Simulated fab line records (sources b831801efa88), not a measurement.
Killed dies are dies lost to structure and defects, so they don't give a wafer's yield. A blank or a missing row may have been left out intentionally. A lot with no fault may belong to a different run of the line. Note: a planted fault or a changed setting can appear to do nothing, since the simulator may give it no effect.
Comparing a struck lot with a sound one | flow sky130 | 15 out of 708 route steps
Sound: the wafers L827.4, L827.5, L827.6. The struck wafers were L818.1, L818.2, L818.3. At the end, the cause is stated.
For every step that has rows: the tool of each side, followed by ch and its chambers, followed by its first start. Under that, the readings that differ: sound wafers | struck wafers | difference of the means | sigmas: that difference in standard deviations of wafers without a fault.
alike: words and numbers the same on both sides, and readings whose means are apart by under 2 such deviations; not compared: readings that were withheld, readings missing a value for some wafer, numbers with overlapping values and no deviation given by the record, and bounds like >300 which may hide the same value.
Wherever a step has rows on one side only, a row that says differs or no value, or a row with sigmas, the two part there. Numbers that have no deviation but don't overlap get no sigmas and don't part them. A reading that every wafer of one side lacks parts them only if that side has two wafers or more.

first, 2 steps without rows for these wafers: SKY_METAL4_PEB_11; SKY_METAL4_DEVELOP_12 (develop time 60 s).
SKY_METAL4_CD_MEAS_13 targets a cd of 300 nm.
  sound on cd_sem-02, day 45 13:05; struck on cd_sem-01, day 43 02:46
  alike: cd_nm
SKY_METAL4_OVL_MEAS_14:
  sound on overlay-02, day 45 13:10; struck on overlay-01, day 43 02:53
  alike: METAL4_OVL
SKY_METAL4_DESCUM_15: chemistry O2, time 8 s.
  sound on rie_metal-03 ch 0,1, day 45 13:12; struck on rie_metal-03 ch 0,1, day 43 02:55
  alike: drypump_motor_current_A, oes_product_au, temp_c
  not compared: rf_hours_counter_h
SKY_METAL4_ETCH_16: etches BARC in N2/H2, stops on SiO2, time 88.2 s, target depth 60 nm.
  sound on rie_metal-03 ch 0,1, day 45 13:15; struck on rie_metal-03 ch 0,1, day 43 02:57
  alike: drypump_motor_current_A, oes_product_au, throttle_valve_pct
  not compared: rf_hours_counter_h
SKY_METAL4_ETCH_17: etches SiO2 in C4F8/O2/Ar, stops on TiN, time 3.9 s, target depth 15 nm.
  sound on rie_diel-03 ch 2,3, day 45 13:19; struck on rie_diel-01 ch 0,1,3, day 43 03:03
  alike: oes_product_au
  not compared: rf_hours_counter_h
SKY_METAL4_METAL_ETCH_18: etches the open film in Cl2/BCl3, stops on SiO2, target depth 845 nm, time 183.1 s.
  sound on rie_metal-02 ch 0,1, day 45 13:23; struck on rie_metal-04 ch 0,1, day 43 03:04
  alike: bcl3_flow_sccm, drypump_motor_current_A, oes_product_au, throttle_valve_pct
  not compared: rf_hours_counter_h
SKY_METAL4_STRIP_19: strips in O2/N2.
  sound on plasma_asher-03 ch 0,1, day 45 13:33; struck on plasma_asher-04 ch 0,1, day 43 03:14
  alike: drypump_motor_current_A, o2_flow_sccm, oes_product_au, strip_time_to_endpoint_s
  not compared: rf_hours_counter_h
then, 3 steps without rows for these wafers: SKY_METAL4_STRIP_20 (strips in post etch residue remover, time 1200 s); SKY_METAL4_CLEAN_21 (cleans in IPA, time 180 s); SKY_METAL4_CLEAN_22 (cleans in O3/DIW).
SKY_VIA4_HDPCVD_00: deposits SiO2, target thk 1750 nm, time 304.5 s.
  sound on hdpcvd-02 ch 0,1,2, day 45 14:12; struck on hdpcvd-01 ch 0,1,2, day 43 03:50
  reading                                  | sound          | struck         | difference | sigmas
  model.SiO2_of_VIA4_HDPCVD_00.thk_nm (nm) | 1846 1822 1816 | 2531 2517 2527 | +697       |
  alike: sih4_flow_sccm
SKY_VIA4_THK_MEAS_01:
  sound on film_metro-01, day 45 14:19; struck on film_metro-04, day 43 04:15
  reading              | sound          | struck         | difference | sigmas
  VIA4_HDPCVD_THK (nm) | 1846 1821 1815 | 2531 2516 2526 | +697       | +46
  not compared: hold
SKY_PAD_OPEN_PROBE_99:
  the record has rows for the sound wafers here (prober-02, day 49 02:36) and none for the struck ones

## WHERE THEY PART
At SKY_VIA4_THK_MEAS_01 first; at SKY_PAD_OPEN_PROBE_99 last (within this record only).

WHY: what the simulator had put in
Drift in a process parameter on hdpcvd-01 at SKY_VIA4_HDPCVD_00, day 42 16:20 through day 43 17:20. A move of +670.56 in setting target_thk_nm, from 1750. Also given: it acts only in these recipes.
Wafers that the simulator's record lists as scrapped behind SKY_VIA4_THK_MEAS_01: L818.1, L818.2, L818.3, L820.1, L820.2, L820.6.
